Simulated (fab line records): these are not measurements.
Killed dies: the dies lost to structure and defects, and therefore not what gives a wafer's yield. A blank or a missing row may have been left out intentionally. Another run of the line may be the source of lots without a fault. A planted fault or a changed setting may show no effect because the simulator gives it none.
A struck lot beside a sound one -- flow gf180mcu -- 15 steps out of a route of 602
Sound: the wafers L635.2, L635.3, L635.4. Struck: wafer L641.2; the same lot's L641.1 was not struck, so it is left out; see the end for the cause.
Order at every step that has rows: each side's tool, ch and its chambers, its first start. Under that, the readings that differ: sound wafers -- struck wafers -- difference of the means -- sigmas: that difference in standard deviations of wafers without a fault.
alike: a reading whose means differ by less than 2 such deviations, as well as words and numbers matching on both sides. not compared: withheld readings; readings where some wafer has no value; bounds like >300 that might hide an equal value; numbers whose values overlap and for which the record gives no deviation.
Wherever a step has rows on one side only, a row that says differs or no value, or a row with sigmas, the two part there. Non-overlapping numbers with no deviation appear without sigmas and do not part them. A reading missing from all wafers of one side parts the sides only when that side holds two or more wafers.

first, 4 steps without rows for these wafers: GF_DNWELL_EXPOSE_04 (exposes mask DNWELL, target cd 1700 nm); GF_DNWELL_PEB_05; GF_DNWELL_DEVELOP_06 (develop time 60 s); GF_DNWELL_IMPLANT_07.
GF_DNWELL_STRIP_08: strips in O2/N2.
  sound on plasma asher-03 ch 0,1, day 4 20:32; struck on plasma asher-04 ch 1, day 6 03:48
reading,sound,struck,difference,sigmas
heater power w (W),342 331 349,432,+91,+2
  alike: drypump motor current A, oes product au, strip time to endpoint s
  not compared: rf hours counter h
GF_DNWELL_TW_MEAS_09:
  struck on film metro-01, day 6 03:54; sound on film metro-04, day 4 20:39
  alike: DNWELL_TW
then, 6 steps without rows for these wafers: GF_NWELL_DEHYDRATE_00 (time 60 s); GF_NWELL_HMDS_01 (prime time 60 s); GF_NWELL_COAT_02 (resist thk 3000 nm); GF_NWELL_SOFTBAKE_03; GF_NWELL_EXPOSE_04 (exposes mask Nwell, target cd 860 nm); GF_NWELL_PEB_05.
GF_NWELL_DEVELOP_06: develop time 60 s.
  sound on litho track-01 ch 0, day 5 09:00; struck on litho track-01 ch 0, day 6 18:00
GF_NWELL_OVL_MEAS_07:
  struck on overlay-02, day 6 19:05; sound on overlay-02, day 5 09:44
  not compared: NWELL_OVL
next, for these wafers, 1 step has no rows: GF_NWELL_IMPLANT_08.

== WHERE THEY PART ==
GF_DNWELL_STRIP_08 only, going by this record. Later steps at which nothing parts them and some readings are alike: GF_DNWELL_TW_MEAS_09.

WHY: whatever the simulator had introduced
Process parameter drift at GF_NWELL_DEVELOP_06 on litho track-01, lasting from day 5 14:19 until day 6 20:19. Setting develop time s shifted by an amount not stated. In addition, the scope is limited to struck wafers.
